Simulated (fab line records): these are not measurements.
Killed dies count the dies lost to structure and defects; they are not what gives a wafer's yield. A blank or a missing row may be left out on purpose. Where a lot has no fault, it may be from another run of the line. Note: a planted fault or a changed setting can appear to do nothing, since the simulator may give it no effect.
2 desks looking at one fault	flow gf180mcu	every desk sees just its own numbers, and what lay behind them comes last

== FOR THE TOOL OWNER'S DESK: pvd-sputter-01 ==
The tool's own readings at GF_TOP_METAL_SPUTTER_02 (material AlCu, target thk 900 nm, time 47.82 s): means of the sampled wafers that have a number, for each lot that ran on this tool. If a lot's mean is further than 4 standard deviations from the usual mean, the lot is out of limits and carries the mark OUT (the distance appears in the brackets).
Columns: A = chamber-pressure-pa at GF_TOP_METAL_SPUTTER_02, usual 0.3000 Pa; B = throttle-valve-pct at GF_TOP_METAL_SPUTTER_02, usual 30.2 %
lot	first seen here	A	B
L926	day 27 02:58	0.3004	30.3
L934	day 29 12:55	0.2998	30.4
L936	day 29 23:58	0.3003	29.9
L947	day 32 22:16	0.2999	30.7
L949	day 33 10:24	0.2997	30.5
This desk's verdict: no lot among the 5 shows anything out of limits.

== FROM THE METROLOGY DESK ==
What the gauges read for every lot (on any tool): the sampled wafers with a number, averaged. If a lot's mean is further than 4 standard deviations from the usual mean, the lot is out of limits and carries the mark OUT (the distance appears in the brackets).
Columns: A = V5_CVD_00_THK at GF_V5_THK_MEAS_01, usual 299.6 nm; B = TOP_METAL_ALCU_RS at GF_TOP_METAL_RS_MEAS_05, usual 0.0326 ohm/sq; C = TOP_METAL_ALCU_THK at GF_TOP_METAL_THK_MEAS_06, usual 908 nm
lot	first seen here	A	B	C
L926	day 26 03:26	297.7	0.0325	924
L927	day 26 16:26	299.9	0.0329	892
L929	day 26 21:33	299.1	0.0330	888
L934	day 28 16:26	301.3	0.0311	964
L936	day 29 02:41	295.0	0.0309	956
L940	day 30 08:59	302.2	0.0330	895
L942	day 30 23:55	301.4	0.0327	912
L943	day 31 06:23	299.0	0.0327	908
L946	day 31 21:07	299.8	0.0327	910
L947	day 32 03:13	298.4	0.0324	916
L949	day 32 15:50	298.2	0.0323	915
This desk's verdict: no lot among the 11 shows anything out of limits.

== PUT TOGETHER ==
The desk of the tool owner found nothing out of limits.
At the metrology desk, nothing out of limits was observed.

== WHAT THE SIMULATOR HAD INSERTED ==
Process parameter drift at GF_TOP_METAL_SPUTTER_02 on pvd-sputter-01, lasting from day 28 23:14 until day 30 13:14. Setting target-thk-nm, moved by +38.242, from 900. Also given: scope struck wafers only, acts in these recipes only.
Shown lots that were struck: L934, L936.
